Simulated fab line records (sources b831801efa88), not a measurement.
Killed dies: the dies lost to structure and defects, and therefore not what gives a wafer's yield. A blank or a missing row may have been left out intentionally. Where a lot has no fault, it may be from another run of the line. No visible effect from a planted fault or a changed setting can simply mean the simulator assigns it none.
Chamber matching :: flow sky130 :: SKY_POLY_CUT_ETCH_10 on rieDiel-01: 4 sister chambers
The step etches BARC in N2/H2, stops on SiO2, time 45.9 s, target depth 60 nm. 4 wafers are shown with their chamber, then 9 later ones without.

== EACH WAFER AND ITS CHAMBER ==
wafer: L078.6
chamber: 1
drypumpMotorCurrentA (A): 5.2

wafer: L083.4
chamber: 0
drypumpMotorCurrentA (A): 6.2

wafer: L087.3
chamber: 3
drypumpMotorCurrentA (A): 5.9

wafer: L087.5
chamber: 2
drypumpMotorCurrentA (A): 6.5

== WAFERS WITH NO CHAMBER GIVEN ==
wafer: L094.1
drypumpMotorCurrentA (A): 6.2

wafer: L094.3
drypumpMotorCurrentA (A): 5.2

wafer: L094.6
drypumpMotorCurrentA (A): 6.2

wafer: L095.1
drypumpMotorCurrentA (A): 5.1

wafer: L095.3
drypumpMotorCurrentA (A): 6.0

wafer: L095.5
drypumpMotorCurrentA (A): 5.2

wafer: L096.3
drypumpMotorCurrentA (A): 6.4

wafer: L096.5
drypumpMotorCurrentA (A): 6.2

wafer: L096.6
drypumpMotorCurrentA (A): 5.2

== EACH ONE'S CHAMBER ==
wafer: L094.1
from the rows above: 0
in truth: 0

wafer: L094.3
from the rows above: 1
in truth: 1

wafer: L094.6
from the rows above: 0
in truth: 0

wafer: L095.1
from the rows above: 1
in truth: 1

wafer: L095.3
from the rows above: can't be placed: 3 or 0
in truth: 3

wafer: L095.5
from the rows above: 1
in truth: 1

wafer: L096.3
from the rows above: can't be placed: 2 or 0
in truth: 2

wafer: L096.5
from the rows above: 0
in truth: 0

wafer: L096.6
from the rows above: 1
in truth: 1
Correct placement for 7 of the 9. From these rows, 2 cannot be placed; in 2 the true chamber is one of the candidates. Wrongly placed: 0.
How it was worked out, from the rows above alone: a wafer's distance from a chamber is the root of the sum, over the readings, of the square of ((its reading less the chamber's mean) divided by the reading's scatter). The wafer belongs to the nearest chamber; if the next one is less than 2 further off, it can't be placed. Each chamber's mean is taken over the wafers shown for it. The scatter: with one shown wafer a chamber, the root of the mean of the squares of how far each hidden wafer lies from its nearest shown one.
